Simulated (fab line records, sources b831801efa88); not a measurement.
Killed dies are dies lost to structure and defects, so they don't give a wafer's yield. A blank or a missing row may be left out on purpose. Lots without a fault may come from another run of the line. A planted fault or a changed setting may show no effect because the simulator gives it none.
Which tool did it? | flow sky130 | 9 lots, 27 wafers sampled, at 5 steps of a route of 708

WHAT THE GAUGES READ, wafer by wafer
SKY_VIA2_RS_MEAS_22: measures by four-point-probe.
lot  | measured     | on            | VIA2_W_RS (ohm/sq)
L365 | day 36 02:13 | film_metro-01 | 0.275 0.275 0.275
L371 | day 38 02:34 | film_metro-04 | 0.274 0.281 0.275
L372 | day 38 09:47 | film_metro-04 | 0.267 0.268 0.276
L373 | day 38 16:58 | film_metro-01 | 0.269 0.268 0.274
L374 | day 39 02:16 | film_metro-04 | 0.269 0.278 0.271
L375 | day 39 09:49 | film_metro-04 | 0.273 0.274 0.270
L377 | day 40 05:50 | film_metro-01 | 0.274 0.272 0.274
L387 | day 42 18:55 | film_metro-01 | 0.267 0.278 0.270
L388 | day 43 02:45 | film_metro-01 | 0.265 0.271 0.267

SKY_CAPM_RS_MEAS_03: measures by four-point-probe.
lot  | measured     | on            | CAPM_TIN_RS (ohm/sq)
L365 | day 36 03:03 | film_metro-03 | 6.75 6.79 6.73
L371 | day 38 03:23 | film_metro-03 | 6.88 6.82 6.87
L372 | day 38 10:51 | film_metro-01 | 6.86 6.78 6.98
L373 | day 38 17:48 | film_metro-01 | 6.90 6.94 6.79
L374 | day 39 08:32 | film_metro-04 | 6.88 6.90 6.82
L375 | day 39 10:38 | film_metro-03 | 6.87 6.73 6.95
L377 | day 40 06:40 | film_metro-04 | 3.59 3.55 6.88
L387 | day 42 19:45 | film_metro-03 | 6.81 6.86 6.86
L388 | day 43 03:35 | film_metro-01 | 6.84 6.89 6.73

SKY_CAPM_THK_MEAS_04: measures by xrf.
lot  | measured     | on            | CAPM_TIN_THK (nm)
L365 | day 36 03:10 | film_metro-03 | 206.1 207.0 207.7
L371 | day 38 03:31 | film_metro-03 | 202.4 205.3 204.5
L372 | day 38 10:58 | film_metro-01 | 204.8 208.0 201.2
L373 | day 38 17:55 | film_metro-01 | 203.0 202.5 206.5
L374 | day 39 08:39 | film_metro-04 | 204.0 203.4 205.5
L375 | day 39 10:45 | film_metro-03 | 203.9 208.8 201.5
L377 | day 40 06:46 | film_metro-04 | 383.8 388.2 204.3
L387 | day 42 19:51 | film_metro-03 | 205.0 204.6 202.9
L388 | day 43 03:41 | film_metro-01 | 204.6 204.3 208.5

WHICH TOOL RAN EACH LOT (tool, then ch and the chambers of the sampled wafers, then the start)
lot  | SKY_VIA2_CMP_24               | SKY_CAPM_SPUTTER_02
L365 | cmp-02 ch 0,1, day 36 02:27   | pvd_sputter-03, day 36 02:56
L371 | cmp-01 ch 0,1, day 38 02:48   | pvd_sputter-01, day 38 03:17
L372 | cmp-01 ch 1,3, day 38 10:12   | pvd_sputter-04, day 38 10:44
L373 | cmp-01 ch 0,3, day 38 17:08   | pvd_sputter-04, day 38 17:40
L374 | cmp-02 ch 0,3, day 39 02:42   | pvd_sputter-03, day 39 08:25
L375 | cmp-02 ch 0,2,3, day 39 09:58 | pvd_sputter-03, day 39 10:31
L377 | cmp-02 ch 0,1,2, day 40 06:00 | pvd_sputter-03, day 40 06:32
L387 | cmp-02 ch 0,2,3, day 42 19:04 | pvd_sputter-04, day 42 19:36
L388 | cmp-02 ch 2,3, day 43 02:55   | pvd_sputter-03, day 43 03:27
- SKY_VIA2_CMP_24: polishes, stops on SiO2, t overpolish 20 s, target thk 0 nm.
- SKY_CAPM_SPUTTER_02: material TiN, target thk 200 nm, time 166.7 s.

WHAT THE TOOLS THEMSELVES READ (means of the sampled wafers that have a number; where no wafer has one, the mark that the record gives instead)
SKY_VIA2_CMP_24.
lot  | tool   | motor_current_A (A) | overpolish_run_s (s) | time_to_endpoint_s (s)
L365 | cmp-02 | 10.3                | 19.994               | 95
L371 | cmp-01 | 10.9                | 19.997               | 102
L372 | cmp-01 | 10.4                | 20.002               | 102
L373 | cmp-01 | 11.6                | 20.001               | 103
L374 | cmp-02 | 11.1                | 20.003               | 102
L375 | cmp-02 | 11.4                | 20.010               | 101
L377 | cmp-02 | 11.3                | 19.996               | 99
L387 | cmp-02 | 11.4                | 19.993               | 96
L388 | cmp-02 | 11.7                | 20.002               | 102

SKY_CAPM_SPUTTER_02.
lot  | tool           | cathode_dc_power_W (W) | susceptor_temp_C (C) | throttle_valve_pct (%)
L365 | pvd_sputter-03 | 6500.0                 | 299.80               | 29.2
L371 | pvd_sputter-01 | 6500.3                 | 300.19               | 30.4
L372 | pvd_sputter-04 | 6500.1                 | 300.15               | 30.7
L373 | pvd_sputter-04 | 6500.3                 | 300.09               | 30.7
L374 | pvd_sputter-03 | 6500.1                 | 300.21               | 29.0
L375 | pvd_sputter-03 | 6500.3                 | 299.83               | 28.9
L377 | pvd_sputter-03 | 6500.3                 | 299.94               | 29.6
L387 | pvd_sputter-04 | 6500.1                 | 300.07               | 30.7
L388 | pvd_sputter-03 | 6499.1                 | 299.82               | 29.0

THE ANSWER, worked out from the rows above alone
Rule: what is usual is taken from the lots themselves. Put in order of their means at a reading, lots are off if they are a third of the lots or fewer, leave a main group of 4 or more, and stand apart from it by a gap of 3 or more times the standard deviation of the main group's means; of several such gaps the widest counts. A main group whose means are all the same, to the digits that the tables above print for the reading, isn't used. A lot without any number at a reading at which 4 lots or more have one is off too. The other lots that the step has rows for count as sound. The gauges are gone through in route order, then the tools' own readings, and for those a lot's mean is taken as printed above. The first step at which some lot is off is used, and at that step the reading that is off furthest; a lot without a number counts as furthest.
Off: L377, at SKY_CAPM_RS_MEAS_03 (CAPM_TIN_RS). The main group: mean 6.84 ohm/sq, standard deviation 0.037.
A tool fits if, at a process step before that reading, it ran every lot that is off, and no sound lot after the first of them. The gauges at SKY_CAPM_RS_MEAS_03 aren't tried: what is off there is off at SKY_VIA2_CMP_24 too, on other tools, and a gauge's error can't cause that. None of those tried fits.

WHAT THE SIMULATOR HAD PUT IN
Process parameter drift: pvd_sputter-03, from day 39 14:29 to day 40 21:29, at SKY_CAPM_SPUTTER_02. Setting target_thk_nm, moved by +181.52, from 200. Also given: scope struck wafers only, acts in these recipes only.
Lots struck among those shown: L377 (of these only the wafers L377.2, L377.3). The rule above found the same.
